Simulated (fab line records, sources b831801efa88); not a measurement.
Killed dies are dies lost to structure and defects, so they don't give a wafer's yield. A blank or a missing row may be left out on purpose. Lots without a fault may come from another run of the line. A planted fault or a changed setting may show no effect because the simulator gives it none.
A struck lot beside a sound one | flow sky130 | 17 steps out of a route of 708
Sound: wafers L291.1, L291.2, L291.3. Struck: wafers L297.2, L297.5, L297.6. The cause comes at the end.
At each step with rows: each side's tool, then ch and its chambers, then its first start. Under that, the readings that differ: sound wafers | struck wafers | difference of the means | sigmas: that difference in standard deviations of wafers without a fault.
alike: readings whose means differ by less than 2 such deviations, and words and numbers that are the same on both sides. not compared: withheld readings, readings that some wafer has no value for, bounds like >300 that may hide the same value, and numbers for which the record gives no deviation and whose values overlap.
The two part at a step that has a row with sigmas, a row that says differs or no value, or rows on one side only. Numbers that don't overlap but have no deviation are shown without sigmas and don't part them. A reading that every wafer of one side lacks parts them only if that side has two wafers or more.

SKY_VT_ADJUST_LVTN_OVL_MEAS_07:
  sound on overlay-01, day 8 02:31; struck on overlay-01, day 9 16:31
  alike: VT_ADJUST_LVTN_OVL
then, 1 step without rows for these wafers: SKY_VT_ADJUST_LVTN_IMPLANT_08.
SKY_VT_ADJUST_LVTN_STRIP_09: strips in O2/N2.
  sound on plasma_asher-03 ch 0,1, day 8 02:42; struck on plasma_asher-02 ch 0,1, day 9 16:42
  alike: drypump_motor_current_A, oes_product_au, strip_time_to_endpoint_s
  not compared: rf_hours_counter_h
SKY_VT_ADJUST_LVTN_TW_MEAS_10:
  sound on film_metro-04, day 8 02:48; struck on film_metro-03, day 9 16:49
  reading           | sound             | struck            | difference | sigmas
  VT_ADJUST_LVTN_TW | 239.4 239.5 238.9 | 243.6 244.0 243.4 | +4.4       | +2
then, 7 steps without rows for these wafers: SKY_VT_ADJUST_LVTN_DEHYDRATE_11 (time 60 s); SKY_VT_ADJUST_LVTN_HMDS_12 (prime time 60 s); SKY_VT_ADJUST_LVTN_COAT_13 (resist thk 1140 nm); SKY_VT_ADJUST_LVTN_SOFTBAKE_14 (time 60 s); SKY_VT_ADJUST_LVTN_EXPOSE_15 (exposes mask HVN STD DERIVED, target cd 600 nm); SKY_VT_ADJUST_LVTN_PEB_16; SKY_VT_ADJUST_LVTN_DEVELOP_17 (develop time 60 s).
SKY_VT_ADJUST_LVTN_OVL_MEAS_18:
  sound on overlay-02, day 8 23:37; struck on overlay-01, day 10 13:52
  alike: VT_ADJUST_LVTN_01_OVL
SKY_VT_ADJUST_LVTN_IMPLANT_19:
  sound on implanter-03 ch 0, day 8 23:39; struck on implanter-03 ch 0, day 10 13:55
  reading            | sound                         | struck                       | difference | sigmas
  dose_ions_cm2      | 6.508e+11 6.504e+11 6.511e+11 | 8.63e+11 8.622e+11 8.633e+11 | +2.12e+11  | +99 or more
  faraday_current_uA | 3.74 3.62 3.68                | 4.84 4.99 4.94               | +1.24      | +18
  alike: beam_on_s
SKY_VT_ADJUST_LVTN_STRIP_20: strips in O2/N2.
  sound on plasma_asher-04 ch 0,1, day 8 23:48; struck on plasma_asher-02 ch 0,1, day 10 14:03
  alike: drypump_motor_current_A, oes_product_au, strip_time_to_endpoint_s
  not compared: rf_hours_counter_h
SKY_VT_ADJUST_LVTN_TW_MEAS_21:
  sound on film_metro-02, day 8 23:54; struck on film_metro-02, day 10 14:10
  reading             | sound             | struck            | difference | sigmas
  VT_ADJUST_LVTN_2_TW | 187.1 186.3 185.5 | 203.5 202.4 202.3 | +16.4      | +9
then, 1 step without rows for these wafers: SKY_VT_ADJUST_NCORE_DEHYDRATE_00 (time 60 s).
-- the record jumps here: 38 days lie between the struck wafers' starts before and after (it left off in module VT_ADJUST_NCORE and takes up again in module PAD_OPEN, whose first step shown is number 708 of the route) --
SKY_PAD_OPEN_PROBE_99:
  sound on prober-01, day 47 07:10; struck on prober-01, day 48 21:23
  reading                                    | sound                | struck               | difference | sigmas
  model.etest.nfet_g5v0d10v5.body_rise_v (V) | 0.648 0.6279 0.6417  | 0.7021 0.6969 0.7027 | +0.0614    |
  model.etest.nfet_16v.body_rise_v (V)       | 0.6461 0.6289 0.6376 | 0.7015 0.697 0.7025  | +0.0628    |
  model.etest.nfet_g5v0d10v5.vt_sat_v (V)    | 0.7402 0.7359 0.746  | 0.7896 0.7874 0.7937 | +0.0495    |
  model.etest.nfet_g5v0d10v5.vt_v (V)        | 0.7992 0.7939 0.8019 | 0.8404 0.8384 0.8486 | +0.0441    |
  alike: killed_at_M0_to_M3, killed_at_M4_up, killed_at_contacts, killed_at_front_end, killed_at_other, killed_dies, killed_on_rim, killed_open, killed_short
  not compared: model.etest.res_pwell_under_gate.rs_ohm_sq

WHERE THEY PART
First at SKY_VT_ADJUST_LVTN_TW_MEAS_10; last, within this record, at SKY_VT_ADJUST_LVTN_TW_MEAS_21. Later steps at which nothing parts them and some readings are alike: SKY_PAD_OPEN_PROBE_99.

WHY: what the simulator had put in
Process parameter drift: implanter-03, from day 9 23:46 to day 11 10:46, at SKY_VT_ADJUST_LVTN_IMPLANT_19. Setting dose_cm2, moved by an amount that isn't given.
